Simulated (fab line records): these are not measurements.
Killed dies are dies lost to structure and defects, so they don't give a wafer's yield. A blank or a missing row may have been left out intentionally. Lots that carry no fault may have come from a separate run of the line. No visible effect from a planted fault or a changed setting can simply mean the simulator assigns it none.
2 desks looking at one fault | flow sky130 | each desk holds nothing but its own numbers, with what lay behind them at the end

## AT THE METROLOGY DESK
Means of the sampled wafers that have a number, per lot and without regard to the tool the lot ran on: this is what the gauges read. The brackets show how far a lot's mean lies from the usual mean; more than 4 standard deviations puts the lot out of limits, marked OUT.
Columns: A = VIA1_OVL at SKY_VIA1_OVL_MEAS_13, usual 0 nm
lot  | first seen here | A
L351 | day 33 19:32    | 6
L353 | day 34 14:00    | 7
L357 | day 36 08:17    | -2
L361 | day 36 19:08    | -5
L362 | day 37 04:15    | -4
L363 | day 37 12:12    | -4
L366 | day 38 09:40    | 2
L367 | day 39 20:44    | 1
L371 | day 40 03:14    | 0
L372 | day 40 07:51    | -1
L373 | day 40 12:53    | -0
L374 | day 40 19:39    | -1
Finding of this desk: none of the 12 lots has anything out of limits.

## TOOL OWNER'S DESK, lithoTrack-03
At SKY_METAL2_SOFTBAKE_11 (time 90 s), the tool's own readings, given per lot that ran on this tool as the mean of the sampled wafers with a number. The brackets show how far a lot's mean lies from the usual mean; more than 4 standard deviations puts the lot out of limits, marked OUT.
Columns: A = runLengthS at SKY_METAL2_SOFTBAKE_11, usual 119.06 s
lot  | first seen here | A
L353 | day 35 04:00    | 119.21
L362 | day 37 18:00    | 129.72 (+46) OUT
L363 | day 38 01:00    | 129.73 (+46) OUT
This desk's verdict: out of limits on L362, L363, starting with L362 at day 37 18:00 (runLengthS at SKY_METAL2_SOFTBAKE_11). Within limits: L353.

## TAKEN TOGETHER
The tool owner's desk had the chance to raise an alarm at day 37 18:00 on L362, L363.
Metrology desk: nothing out of limits seen.
The metrology desk holds a record of L362, L363, inside its limits.
The lots listed all ran SKY_METAL2_SOFTBAKE_11 on lithoTrack-03.

## WHAT HAD BEEN PUT IN BY THE SIMULATOR
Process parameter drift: lithoTrack-03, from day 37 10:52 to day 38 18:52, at SKY_METAL2_SOFTBAKE_11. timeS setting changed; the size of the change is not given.
Shown lots that were struck: L362, L363.
How many hours passed from the start of the fault until each desk's first out-of-limits reading: the tool owner's desk, 7.
